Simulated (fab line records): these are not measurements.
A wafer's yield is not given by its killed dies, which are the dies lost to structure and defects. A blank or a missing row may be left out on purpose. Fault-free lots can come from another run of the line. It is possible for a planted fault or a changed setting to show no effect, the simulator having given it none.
2 desks, one fault + flow gf180mcu + each desk has only its own numbers; what lay behind them comes last

== METROLOGY DESK ==
Lot by lot, what the gauges showed, no matter which tool ran the lot: averages of those sampled wafers that carry a number. Any lot whose mean is over 4 standard deviations away from the usual mean is out of limits and marked OUT; that distance is given in the brackets.
Columns: A = V3_W_RS at GF_V3_RS_MEAS_24, usual 0.328 ohm/sq; B = V3_W_THK at GF_V3_THK_MEAS_25, usual 341 nm
| lot  | first seen here | A     | B   |
|------|-----------------|-------|-----|
| L766 | day 25 23:10    | 0.327 | 344 |
| L767 | day 26 10:11    | 0.323 | 342 |
| L773 | day 27 23:24    | 0.326 | 345 |
| L775 | day 28 14:58    | 0.323 | 344 |
| L778 | day 29 10:47    | 0.330 | 343 |
| L779 | day 29 22:50    | 0.332 | 336 |
This desk found nothing out of limits on any of the 6 lots.

== AT THE TOOL OWNER'S DESK: pvdSputter-04 ==
The tool's own readings at GF_M4_SPUTTER_03 (material Ti, target thk 10 nm, time 6.7 s): means of the sampled wafers that have a number, for each lot that ran on this tool. Any lot whose mean is over 4 standard deviations away from the usual mean is out of limits and marked OUT; that distance is given in the brackets.
Columns: A = cathodeDcPowerW at GF_M4_SPUTTER_03, usual 3000.0 W; B = substrateTempC at GF_M4_SPUTTER_03, usual 300.00 C; C = throttleValvePct at GF_M4_SPUTTER_03, usual 29.8 %
| lot  | first seen here | A                        | B      | C    |
|------|-----------------|--------------------------|--------|------|
| L766 | day 25 23:46    | 2999.1                   | 299.89 | 30.7 |
| L773 | day 28 00:00    | 2720.7 (-99 or more) OUT | 300.20 | 30.7 |
| L775 | day 28 15:35    | 2721.2 (-99 or more) OUT | 299.81 | 30.4 |
This desk finds L773, L775 out of limits, L773 being first, at day 28 00:00 (cathodeDcPowerW at GF_M4_SPUTTER_03). L766 stayed within limits.

== BROUGHT TOGETHER ==
An alarm could have come from the tool owner's desk at day 28 00:00, on L773, L775.
From the metrology desk's view, nothing was out of limits.
The metrology desk has L773, L775 on record, within its limits.
GF_M4_SPUTTER_03 was run on pvdSputter-04 by each of the lots named.

== WHAT HAD BEEN PUT IN BY THE SIMULATOR ==
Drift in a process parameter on pvdSputter-04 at GF_M4_SPUTTER_03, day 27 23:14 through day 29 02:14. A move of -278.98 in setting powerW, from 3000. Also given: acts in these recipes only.
Shown lots that were struck: L773, L775.
Hours from the fault's start to each desk's first reading out of limits: the tool owner's desk, 1.
